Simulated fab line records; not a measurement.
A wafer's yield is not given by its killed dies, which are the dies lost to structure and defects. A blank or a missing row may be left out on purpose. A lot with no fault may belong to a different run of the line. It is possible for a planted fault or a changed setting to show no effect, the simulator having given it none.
Struck lot and sound lot, side by side || flow sky130 || 16 steps out of a route of 708
Sound: these wafers, L195.1, L195.2, L195.6. Struck: wafer L205.5 (L205.1, L205.6, from the same lot, were not struck and are left out); the cause is given at the end.
At each step with rows: each side's tool, then ch and its chambers, then its first start. Under that, the readings that differ: sound wafers || struck wafers || difference of the means || sigmas: that difference in standard deviations of wafers without a fault.
alike: same words and numbers on both sides, and readings whose means sit less than 2 such deviations apart. not compared: any withheld reading, any reading some wafer has no value for, any bound like >300 that may hide the same value, and any number with overlapping values for which the record gives no deviation.
A row with sigmas, a row that says differs or no value, or rows on one side alone: a step with any of these is where the two part. When numbers do not overlap yet have no deviation, they are printed without sigmas and do not part them. A reading that every wafer of one side lacks parts them only if that side has two wafers or more.

SKY_METAL2_THK_MEAS_06: measures by xrf.
  sound on film_metro-03, day 35 07:19; struck on film_metro-04, day 38 01:44
{"reading": "METAL2_ALCU_THK (nm)", "sound": "250 250 251", "struck": 242, "difference": -8, "sigmas": -2}
then, 8 steps without rows for these wafers: SKY_METAL2_DEHYDRATE_07 (time 60 s); SKY_METAL2_HMDS_08 (prime time 60 s); SKY_METAL2_COAT_09 (resist thk 60 nm); SKY_METAL2_COAT_10 (resist thk 450 nm); SKY_METAL2_SOFTBAKE_11 (time 90 s); SKY_METAL2_EXPOSE_12 (exposes mask MM2, target cd 140 nm); SKY_METAL2_PEB_13; SKY_METAL2_DEVELOP_14 (develop time 58.2 s).
SKY_METAL2_CD_MEAS_15 targets a cd of 140 nm.
  sound on cd_sem-01, day 36 08:40; struck on cd_sem-01, day 39 02:20
  alike: cd_nm
SKY_METAL2_OVL_MEAS_16:
  sound on overlay-01, day 36 08:47; struck on overlay-02, day 39 02:27
  alike: METAL2_OVL
SKY_METAL2_DESCUM_17: chemistry O2, time 8 s.
  sound on rie_metal-01 ch 0,1, day 36 08:49; struck on rie_metal-02 ch 1, day 39 02:29
{"reading": "oes_product_au (a.u.)", "sound": "1.011 1.030 1.024", "struck": 0.977, "difference": -0.045, "sigmas": -3}
  alike: chamber_pressure_mTorr, drypump_motor_current_A, rf_fwd_power_W
  not compared: rf_hours_counter_h
SKY_METAL2_ETCH_18: etches BARC in N2/H2, stops on SiO2, time 45.9 s, target depth 60 nm.
  sound on rie_metal-01 ch 0,1, day 36 08:50; struck on rie_metal-02 ch 1, day 39 02:31
{"reading": "oes_product_au (a.u.)", "sound": "0.851 0.861 0.854", "struck": 0.843, "difference": -0.012, "sigmas": -3}
{"reading": "model.KrF-thick_of_METAL2_COAT_10.thk_nm (nm)", "sound": "390.7 389.2 389.1", "struck": 370.7, "difference": -19.0, "sigmas": ""}
{"reading": "model.METAL2.cd_nm (nm)", "sound": "140.9 137.6 136.7", "struck": 133.9, "difference": -4.5, "sigmas": ""}
  alike: chamber_pressure_mTorr, drypump_motor_current_A, rf_fwd_power_W, throttle_valve_pct
  not compared: rf_hours_counter_h
SKY_METAL2_METAL_ETCH_19: etches the open film in Cl2/BCl3, stops on SiO2, target depth 360 nm, time 78 s.
  sound on rie_metal-01 ch 0,1, day 36 08:55; struck on rie_metal-02 ch 1, day 39 02:35
{"reading": "oes_product_au (a.u.)", "sound": "0.856 0.858 0.864", "struck": 0.847, "difference": -0.012, "sigmas": -2}
  alike: chamber_pressure_mTorr, drypump_motor_current_A, rf_fwd_power_W, throttle_valve_pct
  not compared: rf_hours_counter_h, model.KrF-thick_of_METAL2_COAT_10.thk_nm, model.METAL2.cd_nm
SKY_METAL2_STRIP_20: strips in O2/N2.
  sound on plasma_asher-01 ch 0,1, day 36 09:00; struck on plasma_asher-01 ch 1, day 39 02:40
  alike: chamber_pressure_mTorr, drypump_motor_current_A, oes_product_au, strip_time_to_endpoint_s
  not compared: rf_hours_counter_h
SKY_PAD_OPEN_PROBE_99:
  the record has rows for the sound wafers here (prober-02, day 46 18:56) and none for the struck ones

## WHERE THEY PART
Last at SKY_PAD_OPEN_PROBE_99 as far as this record goes, first at SKY_METAL2_THK_MEAS_06.

WHY: whatever the simulator had introduced
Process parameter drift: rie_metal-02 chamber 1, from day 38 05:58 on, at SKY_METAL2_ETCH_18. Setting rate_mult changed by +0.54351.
